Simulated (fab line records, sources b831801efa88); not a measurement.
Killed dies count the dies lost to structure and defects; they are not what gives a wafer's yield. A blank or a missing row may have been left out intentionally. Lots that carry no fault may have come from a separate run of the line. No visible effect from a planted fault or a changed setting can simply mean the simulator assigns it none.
2 desks, one fault + flow sky130 + numbers are kept per desk, each desk with only its own; the story behind them comes last

TOOL OWNER'S DESK, pvd_sputter-01
At SKY_LOCAL_INTERCONNECT_SPUTTER_00 (material TiN, target thk 100 nm, time 83.3 s) the tool's own readings: per lot run on this tool, the mean of the sampled wafers that have a number. Marked OUT: a lot whose mean sits more than 4 standard deviations from the usual mean, which makes it out of limits; the brackets give that distance.
Columns: A = throttle_valve_pct at SKY_LOCAL_INTERCONNECT_SPUTTER_00, usual 29.8 %
| lot  | first seen here | A    |
|------|-----------------|------|
| L469 | day 30 12:44    | 29.6 |
| L470 | day 32 12:28    | 29.7 |
| L471 | day 32 13:04    | 29.5 |
| L478 | day 33 11:19    | 29.5 |
| L486 | day 36 12:57    | 29.7 |
This desk's verdict: no lot among the 5 shows anything out of limits.

AT THE METROLOGY DESK
Means of the sampled wafers that have a number, per lot and without regard to the tool the lot ran on: this is what the gauges read. Marked OUT: a lot whose mean sits more than 4 standard deviations from the usual mean, which makes it out of limits; the brackets give that distance.
Columns: A = LOCAL_INTERCONNECT_TIN_RS at SKY_LOCAL_INTERCONNECT_RS_MEAS_01, usual 14.05 ohm/sq; B = LOCAL_INTERCONNECT_TIN_THK at SKY_LOCAL_INTERCONNECT_THK_MEAS_02, usual 100.7 nm
| lot  | first seen here | A                | B                |
|------|-----------------|------------------|------------------|
| L465 | day 29 05:56    | 13.87            | 101.7            |
| L466 | day 29 18:56    | 13.78            | 102.2            |
| L468 | day 30 02:29    | 14.20            | 99.7             |
| L469 | day 30 12:49    | 14.08            | 100.5            |
| L470 | day 32 12:32    | 14.11            | 100.1            |
| L471 | day 32 13:11    | 13.10 (-5.6) OUT | 109.2 (+7.1) OUT |
| L475 | day 33 00:47    | 14.16            | 99.7             |
| L478 | day 33 11:24    | 13.11 (-5.5) OUT | 109.4 (+7.3) OUT |
| L482 | day 36 04:56    | 13.97            | 101.5            |
| L481 | day 36 08:02    | 13.98            | 100.9            |
| L484 | day 36 09:09    | 14.05            | 100.5            |
| L485 | day 36 10:49    | 14.13            | 99.8             |
| L483 | day 36 12:08    | 14.03            | 101.1            |
| L486 | day 36 13:02    | 13.95            | 101.1            |
This desk's result: L471, L478 out of limits, first on L471 (LOCAL_INTERCONNECT_TIN_RS at SKY_LOCAL_INTERCONNECT_RS_MEAS_01), day 32 13:11. L465, L466, L468, L469, L470, L475, L482, L481, L484, L485, L483, L486: within limits.

BROUGHT TOGETHER
The metrology desk could have raised an alarm at day 32 13:11, on L471, L478.
The desk of the tool owner found nothing out of limits.
The tool owner's desk has L471, L478 on record, within its limits.
SKY_LOCAL_INTERCONNECT_SPUTTER_00 was run on pvd_sputter-01 by each of the lots named.

WHAT HAD BEEN PUT IN BY THE SIMULATOR
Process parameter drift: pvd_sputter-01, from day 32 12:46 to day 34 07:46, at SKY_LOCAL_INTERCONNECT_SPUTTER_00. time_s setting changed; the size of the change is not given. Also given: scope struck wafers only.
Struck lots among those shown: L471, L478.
Per desk, hours elapsed from the start of the fault to the first reading out of limits: for the metrology desk, 0.
